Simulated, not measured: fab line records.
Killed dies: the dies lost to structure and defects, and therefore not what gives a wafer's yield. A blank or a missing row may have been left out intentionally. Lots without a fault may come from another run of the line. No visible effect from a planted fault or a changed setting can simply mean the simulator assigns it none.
Which tool did it? -- flow gf180mcu -- 14 lots, 42 wafers sampled, at 2 steps of a route of 602

== WHAT EACH GAUGE READ, for each wafer ==
GF_V2_OVL_MEAS_15. Usual: for V2_OVL the level is 0 nm and the standard deviation is 5.6.
lot,measured,on,V2_OVL (nm),flag
L682,day 22 08:26,overlay-02,-2 -9 -1,
L683,day 22 22:21,overlay-01,2 2 5,
L684,day 23 05:26,overlay-02,0 -2 -6,
L685,day 23 14:14,overlay-01,-3 -2 -3,
L689,day 24 17:38,overlay-01,-7 -16 -9,
L690,day 25 08:38,overlay-02,1 6 0,
L692,day 25 23:02,overlay-02,-6 -3 -4,
L693,day 26 05:12,overlay-02,-3 -8 -12,
L694,day 26 10:17,overlay-02,7 1 3,
L695,day 26 16:35,overlay-01,-1 2 1,
L698,day 27 13:47,overlay-02,-2 -1 -5,
L699,day 28 00:38,overlay-02,5 4 3,
L703,day 28 22:32,overlay-01,-3 6 5,
L705,day 29 11:21,overlay-02,1 5 1,

== WHICH TOOL RAN EACH LOT (tool, then ch and the chambers of the sampled wafers, then the start) ==
lot,GF_DNWELL_COAT_02
L682,"litho-track-03 ch 0, day 2 13:39"
L683,"litho-track-02 ch 0, day 2 20:34"
L684,"litho-track-02 ch 0, day 3 01:43"
L685,"litho-track-03 ch 0, day 3 07:25"
L689,"litho-track-02 ch 0, day 4 03:49"
L690,"litho-track-02 ch 0, day 4 07:57"
L692,"litho-track-04 ch 0, day 4 19:17"
L693,"litho-track-02 ch 0, day 4 23:43"
L694,"litho-track-03 ch 0, day 5 04:40"
L695,"litho-track-03 ch 0, day 5 09:03"
L698,"litho-track-02 ch 0, day 6 00:25"
L699,"litho-track-02 ch 0, day 6 10:49"
L703,"litho-track-03 ch 0, day 7 04:25"
L705,"litho-track-03 ch 0, day 7 14:25"
- GF_DNWELL_COAT_02: resist thk 3000 nm.

== WHAT THE TOOLS THEMSELVES READ (means of the sampled wafers that have a number; where no wafer has one, the mark that the record gives instead) ==
GF_DNWELL_COAT_02. Usual: spin-speed-rpm reads 1999.7 rpm (standard deviation 1.2).
lot,tool,spin-speed-rpm (rpm),flag
L682,litho-track-03,1999.3,
L683,litho-track-02,1999.8,
L684,litho-track-02,1999.2,
L685,litho-track-03,1998.1,
L689,litho-track-02,2000.6,
L690,litho-track-02,1999.5,
L692,litho-track-04,1998.8,
L693,litho-track-02,1999.2,
L694,litho-track-03,1999.3,
L695,litho-track-03,1999.5,
L698,litho-track-02,2031.7,OFF
L699,litho-track-02,2031.7,OFF
L703,litho-track-03,1998.9,
L705,litho-track-03,1999.6,

== THE ANSWER, worked out from the rows above alone ==
Rule: a lot is off if the mean of its wafers that have a number lies more than 3 standard deviations from the usual mean. A lot without any number at a reading at which 4 lots or more have one is off too. All remaining lots with rows at the step are treated as sound. Order of review: gauges by route order, followed by the tools' own readings, for which a lot's mean as printed above is used. At the first step where some lot is off, the reading lying furthest off is the one used; lots without a number count as furthest.
Off at GF_DNWELL_COAT_02 (spin-speed-rpm): L698, L699.
A tool fits if, at that step or a process step before it, it ran every lot that is off, and no sound lot after the first of them. One fits: GF_DNWELL_COAT_02 on litho-track-02. Its last sound lot is L693 (day 4 23:43), its first lot that is off L698 (day 6 00:25): a fault that began between those two fits.
The tool's own readings at GF_DNWELL_COAT_02 bear it out: on the lots that are off they differ by more than 5 times the standard deviation of the sound lots' means. spin-speed-rpm reads 2031.7 rpm there against 1999.3 rpm on the sound lots.

== WHAT THE SIMULATOR PUT IN ==
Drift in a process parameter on litho-track-02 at GF_DNWELL_COAT_02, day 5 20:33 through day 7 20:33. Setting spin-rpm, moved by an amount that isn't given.
Lots struck among those shown: L698, L699. The rule above found the same.
